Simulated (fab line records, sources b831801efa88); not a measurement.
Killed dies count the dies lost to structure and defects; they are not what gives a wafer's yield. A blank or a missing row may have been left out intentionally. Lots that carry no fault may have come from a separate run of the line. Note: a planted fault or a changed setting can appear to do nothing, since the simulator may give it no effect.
A struck lot beside a sound one | flow sfq_line | 15 out of 325 route steps
Sound: wafers L666.2, L666.4, L666.5. Struck: wafers L671.2, L671.3. (L671.5 of the same lot was not struck and is left out.) The cause comes at the end.
Each step with rows lists, per side, the tool, then ch with its chambers, then its first start. Under that, the readings that differ: sound wafers | struck wafers | difference of the means | sigmas: that difference in standard deviations of wafers without a fault.
alike: a reading whose means differ by less than 2 such deviations, as well as words and numbers matching on both sides. not compared: withheld readings; readings where some wafer has no value; bounds like >300 that might hide an equal value; numbers whose values overlap and for which the record gives no deviation.
The two part at a step that has a row with sigmas, a row that says differs or no value, or rows on one side only. Numbers that have no deviation but don't overlap get no sigmas and don't part them. Lack of a reading on every wafer of one side parts them only where that side has two or more wafers.

first, 1 step without rows for these wafers: SFQ_TRILAYER_M2_STRIP_SOLV_CLEAN_062 (cleans in NMP, time 600 s).
SFQ_TRILAYER_I2_DEP_PECVD_063: deposits SiO2 from SiH4/N2O, time 111.11 s, target thk 500 nm.
  sound on pecvd-02 ch 0,1,2, day 28 09:25; struck on pecvd-04 ch 0,1, day 29 16:46
  alike: heater_power_outer_w, heater_power_w, throttle_valve_pct
SFQ_TRILAYER_I2_CMP_CMP_064: polishes SiO2.
  sound on cmp-01 ch 0,1,3, day 28 09:59; struck on cmp-02 ch 0,3, day 29 21:31
  alike: motor_current_A, time_to_endpoint_s
SFQ_I2_BOW_MEAS_917:
  sound on film_metro-02, day 28 12:31; struck on film_metro-01, day 30 00:32
  alike: I2_BOW
SFQ_TRILAYER_I2_METRO_MEASURE_065:
  sound on film_metro-02, day 28 12:49; struck on film_metro-01, day 30 00:50
  reading     | sound             | struck      | difference | sigmas
  thk_nm (nm) | 200.3 197.7 199.2 | 201.0 202.0 | +2.4       | +2
then, 6 steps without rows for these wafers: SFQ_TRILAYER_I2_VIA_LITHO_COAT_072 (resist thk 62 nm); SFQ_TRILAYER_I2_VIA_LITHO_COAT_067 (resist thk 650 nm); SFQ_TRILAYER_I2_VIA_LITHO_SOFTBAKE_071; SFQ_TRILAYER_I2_VIA_LITHO_EXPOSE_068 (exposes mask I2, target cd 500 nm); SFQ_TRILAYER_I2_VIA_LITHO_PEB_070 (peb time 60 s); SFQ_TRILAYER_I2_VIA_LITHO_DEVELOP_069 (time 60 s).
-- the record jumps here: 6 days lie between the struck wafers' starts before and after --
SFQ_I2_OVL_MEAS_918:
  sound on overlay-02, day 34 18:31; struck on overlay-01, day 35 22:05
  alike: I2_OVL
SFQ_TRILAYER_I2_VIA_BARC_OPEN_VIA_ETCH_096: etches BARC in O2, target depth 125 nm, time 41.7 s.
  sound on rie_diel-03 ch 0,1,3, day 34 18:32; struck on rie_diel-02 ch 0,1, day 35 22:07
  reading                                                 | sound             | struck      | difference | sigmas
  oes_product_au (a.u.)                                   | 0.683 0.690 0.687 | 0.615 0.621 | -0.069     | -14
  run_length_s (s)                                        | 70.3 69.7 68.9    | 82.3 82.8   | +12.9      | +27
  model.KrF_of_TRILAYER_I2_VIA_LITHO_COAT_067.thk_nm (nm) | 574.7 573.2 574.6 | 558.2 558.1 | -16.0      |
  alike: bias_w, drypump_motor_current_A
  not compared: rf_hours_counter_h
SFQ_TRILAYER_I2_VIA_ETCH_VIA_ETCH_070: etches SiO2 in CHF3, stops on Nb, target depth 260 nm.
  sound on rie_diel-03 ch 0,1,3, day 34 18:35; struck on rie_diel-02 ch 0,1, day 35 22:09
  reading                                                 | sound           | struck      | difference | sigmas
  model.KrF_of_TRILAYER_I2_VIA_LITHO_COAT_067.thk_nm (nm) | 530.5 529.4 531 | 513.7 514.2 | -16.3      |
  alike: bias_w, drypump_motor_current_A, oes_product_au
SFQ_TRILAYER_I2_VIA_STRIP_STRIP_071: strips in O2.
  sound on rie_metal-02 ch 1, day 34 18:41; struck on rie_metal-04 ch 0, day 35 22:16
  alike: drypump_motor_current_A, oes_product_au
  not compared: rf_hours_counter_h

## WHERE THEY PART
First at SFQ_TRILAYER_I2_METRO_MEASURE_065; last, within this record, at SFQ_TRILAYER_I2_VIA_BARC_OPEN_VIA_ETCH_096. Later steps at which nothing parts them and some readings are alike: SFQ_TRILAYER_I2_VIA_ETCH_VIA_ETCH_070, SFQ_TRILAYER_I2_VIA_STRIP_STRIP_071.

WHY: whatever the simulator had introduced
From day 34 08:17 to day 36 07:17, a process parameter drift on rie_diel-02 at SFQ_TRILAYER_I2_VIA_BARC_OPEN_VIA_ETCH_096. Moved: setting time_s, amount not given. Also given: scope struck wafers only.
